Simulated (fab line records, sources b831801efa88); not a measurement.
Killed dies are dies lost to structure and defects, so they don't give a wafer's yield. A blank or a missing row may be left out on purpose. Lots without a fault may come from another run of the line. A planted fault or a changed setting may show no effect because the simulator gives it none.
Chamber matching | flow sky130 | SKY_CONTACT_ETCH_17 on rie_diel-04: 4 sister chambers
The step etches SiO2 in C4F8/O2/Ar, stops on Si3N4, target depth 340 nm. 4 wafers are shown with their chamber, then 7 later ones without.

WAFERS WITH THEIR CHAMBER
wafer  | chamber | oes_product_au (a.u.)
L086.1 | 3       | 0.891
L086.5 | 0       | 0.893
L088.2 | 1       | 0.894
L088.4 | 2       | 0.886

WAFERS WITHOUT THEIR CHAMBER
wafer  | oes_product_au (a.u.)
L088.6 | 0.886
L090.1 | 0.902
L090.5 | 0.895
L090.6 | 0.892
L096.1 | 0.903
L096.2 | 0.893
L096.3 | 0.886

WHICH CHAMBER EACH WENT THROUGH
wafer  | from the rows above               | in truth
L088.6 | can't be placed: 2 or 3 or 0 or 1 | 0
L090.1 | can't be placed: 1 or 0 or 3 or 2 | 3
L090.5 | can't be placed: 1 or 0 or 3 or 2 | 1
L090.6 | can't be placed: 0 or 3 or 1 or 2 | 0
L096.1 | can't be placed: 1 or 0 or 3 or 2 | 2
L096.2 | can't be placed: 0 or 1 or 3 or 2 | 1
L096.3 | can't be placed: 2 or 3 or 0 or 1 | 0
Placed correctly: 0 of 7. Can't be placed from these rows: 7 (the true chamber is among the candidates in 7). Placed wrongly: 0.
How it was worked out, from the rows above alone: a wafer's distance from a chamber is the root of the sum, over the readings, of the square of ((its reading less the chamber's mean) divided by the reading's scatter). The wafer belongs to the nearest chamber; if the next one is less than 2 further off, it can't be placed. A chamber's mean is the mean of its shown wafers. The scatter: with one shown wafer a chamber, the root of the mean of the squares of how far each hidden wafer lies from its nearest shown one.
